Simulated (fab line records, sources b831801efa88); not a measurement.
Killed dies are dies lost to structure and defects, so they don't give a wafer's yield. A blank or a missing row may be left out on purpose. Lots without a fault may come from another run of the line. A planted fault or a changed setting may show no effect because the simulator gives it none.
A struck lot beside a sound one | flow gf180mcu | 19 steps out of a route of 602
Sound: wafers L182.2, L182.3, L182.5. Struck: wafers L192.2, L192.4, L192.5. The cause comes at the end.
At each step with rows: each side's tool, then ch and its chambers, then its first start. Under that, the readings that differ: sound wafers | struck wafers | difference of the means | sigmas: that difference in standard deviations of wafers without a fault.
alike: readings whose means differ by less than 2 such deviations, and words and numbers that are the same on both sides. not compared: withheld readings, readings that some wafer has no value for, bounds like >300 that may hide the same value, and numbers for which the record gives no deviation and whose values overlap.
The two part at a step that has a row with sigmas, a row that says differs or no value, or rows on one side only. Numbers that don't overlap but have no deviation are shown without sigmas and don't part them. A reading that every wafer of one side lacks parts them only if that side has two wafers or more.

first, 2 steps without rows for these wafers: GF_VT_IMPLANT_PEB_27; GF_VT_IMPLANT_DEVELOP_28 (develop time 60 s).
GF_VT_IMPLANT_OVL_MEAS_29:
  sound on overlay-02, day 9 22:47; struck on overlay-02, day 12 16:41
  alike: VT_IMPLANT_02_OVL
then, 1 step without rows for these wafers: GF_VT_IMPLANT_IMPLANT_30.
GF_VT_IMPLANT_STRIP_31: strips in O2/N2.
  sound on plasma_asher-02 ch 0,1, day 9 22:58; struck on plasma_asher-01 ch 0,1, day 12 16:52
  alike: chamber_pressure_mTorr, drypump_motor_current_A, heater_power_w, oes_product_au, strip_time_to_endpoint_s
  not compared: rf_hours_counter_h
GF_VT_IMPLANT_TW_MEAS_32:
  sound on film_metro-04, day 9 23:04; struck on film_metro-04, day 12 16:58
  alike: VT_IMPLANT_3_TW
then, 6 steps without rows for these wafers: GF_VT_IMPLANT_DEHYDRATE_33 (time 60 s); GF_VT_IMPLANT_HMDS_34 (prime time 60 s); GF_VT_IMPLANT_COAT_35 (resist thk 1000 nm); GF_VT_IMPLANT_SOFTBAKE_36 (time 60 s); GF_VT_IMPLANT_EXPOSE_37 (exposes mask Nwell HV AREA, target cd 860 nm); GF_VT_IMPLANT_PEB_38.
GF_VT_IMPLANT_DEVELOP_39: develop time 60 s.
  sound on litho_track-04 ch 0, day 10 16:15; struck on litho_track-01 ch 0, day 13 12:43
  alike: developer_temp_C
GF_VT_IMPLANT_OVL_MEAS_40:
  sound on overlay-02, day 10 16:23; struck on overlay-01, day 13 12:51
  reading                | sound       | struck | difference                    | sigmas
  VT_IMPLANT_03_OVL (nm) | 0.0 1.2 0.9 | - - -  | no value on the struck wafers |
then, 1 step without rows for these wafers: GF_VT_IMPLANT_IMPLANT_41.
GF_VT_IMPLANT_STRIP_42: strips in O2/N2.
  sound on plasma_asher-02 ch 0,1, day 10 16:34; struck on plasma_asher-02 ch 0,1, day 13 13:02
  alike: chamber_pressure_mTorr, drypump_motor_current_A, heater_power_w, oes_product_au, strip_time_to_endpoint_s
  not compared: rf_hours_counter_h
GF_VT_IMPLANT_TW_MEAS_43:
  sound on film_metro-04, day 10 16:40; struck on film_metro-01, day 13 13:08
  reading         | sound       | struck   | difference | sigmas
  VT_IMPLANT_4_TW | 682 684 681 | 30 30 30 | -652       | -99 or more
then, 1 step without rows for these wafers: GF_VT_IMPLANT_CLEAN_44 (cleans in SC1/SC2, time 150 s).
-- the record jumps here: 21 days lie between the struck wafers' starts before and after (it left off in module VT_IMPLANT and takes up again in module PASSIVATION, whose first step shown is number 602 of the route) --
GF_PASSIVATION_PROBE_99:
  the record has rows for the struck wafers here (prober-01, day 34 19:58) and none for the sound ones

WHERE THEY PART
First at GF_VT_IMPLANT_OVL_MEAS_40; last, within this record, at GF_PASSIVATION_PROBE_99.

WHY: what the simulator had put in
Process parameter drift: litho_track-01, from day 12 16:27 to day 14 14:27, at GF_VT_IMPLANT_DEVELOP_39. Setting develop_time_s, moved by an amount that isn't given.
